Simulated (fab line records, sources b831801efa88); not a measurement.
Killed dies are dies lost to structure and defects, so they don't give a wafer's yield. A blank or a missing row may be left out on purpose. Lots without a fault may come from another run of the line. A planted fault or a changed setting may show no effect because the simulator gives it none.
A struck lot beside a sound one | flow sky130 | 16 steps out of a route of 708
Sound: wafers L550.1, L550.2, L550.6. Struck: wafer L564.5. (L564.2, L564.6 of the same lot were not struck and are left out.) The cause comes at the end.
At each step with rows: each side's tool, then ch and its chambers, then its first start. Under that, the readings that differ: sound wafers | struck wafers | difference of the means | sigmas: that difference in standard deviations of wafers without a fault.
alike: readings whose means differ by less than 2 such deviations, and words and numbers that are the same on both sides. not compared: withheld readings, readings that some wafer has no value for, bounds like >300 that may hide the same value, and numbers for which the record gives no deviation and whose values overlap.
The two part at a step that has a row with sigmas, a row that says differs or no value, or rows on one side only. Numbers that don't overlap but have no deviation are shown without sigmas and don't part them. A reading that every wafer of one side lacks parts them only if that side has two wafers or more.

first, 3 steps without rows for these wafers: SKY_METAL1_EXPOSE_12 (exposes mask MM1, target cd 140 nm); SKY_METAL1_PEB_13; SKY_METAL1_DEVELOP_14 (develop time 60 s).
SKY_METAL1_CD_MEAS_15: target cd 140 nm.
  sound on cd_sem-02, day 35 08:31; struck on cd_sem-02, day 38 23:29
  alike: cd_nm
SKY_METAL1_OVL_MEAS_16:
  sound on overlay-02, day 35 08:38; struck on overlay-02, day 38 23:36
  alike: METAL1_OVL
SKY_METAL1_DESCUM_17: chemistry O2, time 8 s.
  sound on rie_metal-01 ch 0,1, day 35 08:40; struck on rie_metal-04 ch 0, day 38 23:38
  reading                     | sound       | struck | difference | sigmas
  drypump_motor_current_A (A) | 6.0 5.8 6.0 | 5.0    | -0.9       | -2
  alike: oes_product_au
  not compared: rf_hours_counter_h
SKY_METAL1_ETCH_18: etches BARC in N2/H2, stops on SiO2, time 45.9 s, target depth 60 nm.
  sound on rie_metal-01 ch 0,1, day 35 08:42; struck on rie_metal-04 ch 0, day 38 23:40
  reading                     | sound       | struck | difference | sigmas
  drypump_motor_current_A (A) | 6.0 5.7 6.0 | 5.0    | -0.9       | -2
  alike: h2_flow_sccm, oes_product_au, throttle_valve_pct
  not compared: rf_hours_counter_h
SKY_METAL1_METAL_ETCH_19: etches the open film in Cl2/BCl3, stops on SiO2, target depth 360 nm, time 78 s.
  sound on rie_metal-01 ch 0,1, day 35 08:46; struck on rie_metal-04 ch 0, day 38 23:43
  reading                     | sound       | struck | difference | sigmas
  drypump_motor_current_A (A) | 6.0 5.7 6.0 | 5.0    | -0.9       | -2
  alike: oes_product_au, throttle_valve_pct
  not compared: rf_hours_counter_h
SKY_METAL1_STRIP_20: strips in O2/N2.
  sound on plasma_asher-04 ch 0,1, day 35 08:52; struck on plasma_asher-02 ch 1, day 38 23:49
  alike: drypump_motor_current_A, oes_product_au, strip_time_to_endpoint_s
  not compared: rf_hours_counter_h
then, 3 steps without rows for these wafers: SKY_METAL1_STRIP_21 (strips in post etch residue remover, time 1200 s); SKY_METAL1_CLEAN_22 (cleans in IPA, time 180 s); SKY_METAL1_CLEAN_23 (cleans in O3/DIW).
SKY_VIA1_HDPCVD_00: deposits SiO2, target thk 1030 nm, time 171.7 s.
  sound on hdpcvd-01 ch 0,1, day 35 09:28; struck on hdpcvd-02 ch 2, day 39 00:25
  reading                                  | sound             | struck | difference | sigmas
  run_length_s (s)                         | 199.9 199.8 199.4 | 189.7  | -10.0      | -18
  model.SiO2_of_VIA1_HDPCVD_00.thk_nm (nm) | 1004 1017 1025    | 972.3  | -43.0      |
SKY_VIA1_THK_MEAS_01:
  sound on film_metro-03, day 35 09:34; struck on film_metro-01, day 39 00:32
  reading              | sound          | struck | difference | sigmas
  VIA1_HDPCVD_THK (nm) | 1004 1016 1026 | 973    | -42        | -3
SKY_VIA1_CMP_02: polishes SiO2.
  sound on cmp-01 ch 0,2,3, day 35 09:44; struck on cmp-01 ch 3, day 39 03:41
  reading             | sound         | struck | difference | sigmas
  motor_current_A (A) | 12.1 13.0 9.9 | 13.9   | +2.2       | +2
  alike: head_pressure_psi
-- the record jumps here: 11 days lie between the struck wafers' starts before and after (it left off in module VIA1 and takes up again in module PAD_OPEN, whose first step shown is number 708 of the route) --
SKY_PAD_OPEN_PROBE_99:
  sound on prober-01, day 47 18:22; struck on prober-02, day 50 10:43
  reading       | sound    | struck | difference | sigmas
  killed_on_rim | 11 16 15 | 23     | +9         | +2
  alike: defect_limited_yield, killed_at_M0_to_M3, killed_at_M4_up, killed_at_contacts, killed_at_front_end, killed_at_other, killed_dies, killed_open, killed_short, sort_bin_3_pad_short, sort_bin_5_function, sort_bin_6_memory, sort_n_pass, sort_yield_pct

WHERE THEY PART
First at SKY_METAL1_DESCUM_17; last, within this record, at SKY_PAD_OPEN_PROBE_99.

WHY: what the simulator had put in
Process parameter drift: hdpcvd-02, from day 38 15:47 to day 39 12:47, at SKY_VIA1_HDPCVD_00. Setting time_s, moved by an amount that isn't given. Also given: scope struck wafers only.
